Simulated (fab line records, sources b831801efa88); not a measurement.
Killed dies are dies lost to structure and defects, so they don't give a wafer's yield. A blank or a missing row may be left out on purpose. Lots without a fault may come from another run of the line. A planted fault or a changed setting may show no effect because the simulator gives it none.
Which tool did it? | flow sky130 | 12 lots, 36 wafers sampled, at 4 steps of a route of 708

WHAT THE GAUGES READ, wafer by wafer
SKY_GATE_OXIDE_OVL_MEAS_10.
lot  | measured     | on         | GATE_OXIDE_OVL (nm)
L985 | day 15 10:53 | overlay-02 | -0.1 0.4 -1.0
L986 | day 15 13:58 | overlay-02 | -0.9 -2.2 -0.7
L987 | day 15 23:53 | overlay-02 | 0.5 0.2 0.3
L988 | day 16 09:48 | overlay-02 | -1.0 2.1 -0.3
L989 | day 16 16:16 | overlay-02 | -1.3 -1.5 0.9
L991 | day 17 06:13 | overlay-01 | 0.8 0.3 -0.5
L992 | day 17 16:02 | overlay-02 | 1.0 0.5 1.3
L993 | day 18 16:08 | overlay-01 | 0.7 0.5 0.6
L994 | day 18 20:24 | overlay-01 | 1.4 0.2 1.5
L995 | day 19 08:31 | overlay-01 | 1.2 1.0 -0.8
L100 | day 20 13:43 | overlay-01 | -0.6 0.2 -0.1
L104 | day 21 21:04 | overlay-02 | -2.0 -1.6 -1.3

SKY_LDD_P_CD_MEAS_07: target cd 380 nm.
lot  | measured     | on        | cd_nm (nm)
L985 | day 20 19:12 | cd_sem-01 | 379.6 380.8 381.5
L986 | day 21 00:41 | cd_sem-02 | 377.2 376.8 379.6
L987 | day 21 10:23 | cd_sem-02 | 381.1 380.1 380.6
L988 | day 21 21:59 | cd_sem-02 | 382.6 380.1 379.4
L989 | day 22 04:43 | cd_sem-01 | 378.9 379.8 380.0
L991 | day 22 17:35 | cd_sem-01 | 381.5 380.8 381.8
L992 | day 23 04:20 | cd_sem-02 | 381.6 382.5 381.7
L993 | day 24 03:36 | cd_sem-01 | 380.4 379.9 380.3
L994 | day 24 07:43 | cd_sem-01 | 382.1 380.0 381.3
L995 | day 24 19:23 | cd_sem-01 | 375.6 375.1 377.5
L100 | day 25 22:22 | cd_sem-01 | 377.6 378.5 379.3
L104 | day 27 03:01 | cd_sem-01 | 378.4 378.4 380.2

WHICH TOOL RAN EACH LOT (tool, then ch and the chambers of the sampled wafers, then the start)
lot  | SKY_GATE_OXIDE_STRIP_13              | SKY_LDD_N_STRIP_16
L985 | plasma_asher-03 ch 0,1, day 15 11:11 | plasma_asher-04 ch 0,1, day 19 12:22
L986 | plasma_asher-01 ch 0,1, day 15 14:15 | plasma_asher-02 ch 0,1, day 19 17:54
L987 | plasma_asher-04 ch 0,1, day 16 00:11 | plasma_asher-04 ch 0,1, day 20 03:50
L988 | plasma_asher-04 ch 0,1, day 16 10:05 | plasma_asher-02 ch 0, day 20 15:52
L989 | plasma_asher-01 ch 0,1, day 16 16:33 | plasma_asher-04 ch 0,1, day 20 21:32
L991 | plasma_asher-01 ch 0,1, day 17 06:30 | plasma_asher-01 ch 0,1, day 21 10:31
L992 | plasma_asher-03 ch 0,1, day 17 16:19 | plasma_asher-04 ch 0,1, day 21 22:19
L993 | plasma_asher-03 ch 0,1, day 18 16:26 | plasma_asher-04 ch 0,1, day 22 21:10
L994 | plasma_asher-01 ch 1, day 18 20:41   | plasma_asher-04 ch 0,1, day 23 02:03
L995 | plasma_asher-03 ch 0,1, day 19 08:49 | plasma_asher-02 ch 0,1, day 23 13:18
L100 | plasma_asher-01 ch 0,1, day 20 14:00 | plasma_asher-01 ch 0,1, day 24 17:29
L104 | plasma_asher-04 ch 0,1, day 21 21:22 | plasma_asher-02 ch 1, day 25 23:03
- SKY_GATE_OXIDE_STRIP_13: strips in O2/N2.
- SKY_LDD_N_STRIP_16: strips in O2/N2.

WHAT THE TOOLS THEMSELVES READ (means of the sampled wafers that have a number; where no wafer has one, the mark that the record gives instead)
SKY_GATE_OXIDE_STRIP_13.
lot  | tool            | chamber_pressure_mTorr (mTorr) | drypump_motor_current_A (A) | oes_product_au (a.u.) | strip_time_to_endpoint_s (s)
L985 | plasma_asher-03 | 1499.5                         | 5.35                        | 0.714                 | 14.17
L986 | plasma_asher-01 | 1499.3                         | 5.76                        | 0.717                 | 14.12
L987 | plasma_asher-04 | 1500.7                         | 5.79                        | 0.715                 | 14.27
L988 | plasma_asher-04 | 1500.2                         | 5.79                        | 0.719                 | 14.20
L989 | plasma_asher-01 | 1500.2                         | 5.93                        | 0.717                 | 14.18
L991 | plasma_asher-01 | 1499.0                         | 5.91                        | 0.720                 | 14.13
L992 | plasma_asher-03 | 1500.0                         | 5.24                        | 0.713                 | 14.16
L993 | plasma_asher-03 | 1499.9                         | 5.24                        | 0.713                 | 14.16
L994 | plasma_asher-01 | 1500.8                         | 5.61                        | 0.707                 | 14.14
L995 | plasma_asher-03 | 1498.4                         | 5.25                        | 0.716                 | 14.22
L100 | plasma_asher-01 | 1500.9                         | 5.76                        | 0.718                 | 14.11
L104 | plasma_asher-04 | 1499.2                         | 5.80                        | 0.712                 | 14.21

SKY_LDD_N_STRIP_16.
lot  | tool            | chamber_pressure_mTorr (mTorr) | drypump_motor_current_A (A) | oes_product_au (a.u.) | strip_time_to_endpoint_s (s)
L985 | plasma_asher-04 | 1498.6                         | 5.80                        | 0.405                 | 4.323
L986 | plasma_asher-02 | 1499.4                         | 5.54                        | 0.406                 | 4.329
L987 | plasma_asher-04 | 1499.9                         | 5.77                        | 0.409                 | 4.328
L988 | plasma_asher-02 | 1500.6                         | 5.65                        | 0.402                 | 4.324
L989 | plasma_asher-04 | 1500.1                         | 5.80                        | 0.410                 | 4.307
L991 | plasma_asher-01 | 1500.3                         | 5.78                        | 0.407                 | 4.304
L992 | plasma_asher-04 | 1499.7                         | 5.77                        | 0.407                 | 4.311
L993 | plasma_asher-04 | 1499.3                         | 5.76                        | 0.405                 | 4.320
L994 | plasma_asher-04 | 1501.2                         | 5.81                        | 0.409                 | 4.315
L995 | plasma_asher-02 | 1499.7                         | 5.61                        | 0.410                 | 4.310
L100 | plasma_asher-01 | 1500.1                         | 5.91                        | 0.404                 | 4.318
L104 | plasma_asher-02 | 1500.6                         | 5.52                        | 0.406                 | 4.303

THE ANSWER, worked out from the rows above alone
Rule: what is usual is taken from the lots themselves. Put in order of their means at a reading, lots are off if they are a third of the lots or fewer, leave a main group of 4 or more, and stand apart from it by a gap of 3 or more times the standard deviation of the main group's means; of several such gaps the widest counts. A main group whose means are all the same, to the digits that the tables above print for the reading, isn't used. A lot without any number at a reading at which 4 lots or more have one is off too. The other lots that the step has rows for count as sound. The gauges are gone through in route order, then the tools' own readings, and for those a lot's mean is taken as printed above. The first step at which some lot is off is used, and at that step the reading that is off furthest; a lot without a number counts as furthest.
No lot is off at any reading shown: from this, nothing can be told.

WHAT THE SIMULATOR HAD PUT IN
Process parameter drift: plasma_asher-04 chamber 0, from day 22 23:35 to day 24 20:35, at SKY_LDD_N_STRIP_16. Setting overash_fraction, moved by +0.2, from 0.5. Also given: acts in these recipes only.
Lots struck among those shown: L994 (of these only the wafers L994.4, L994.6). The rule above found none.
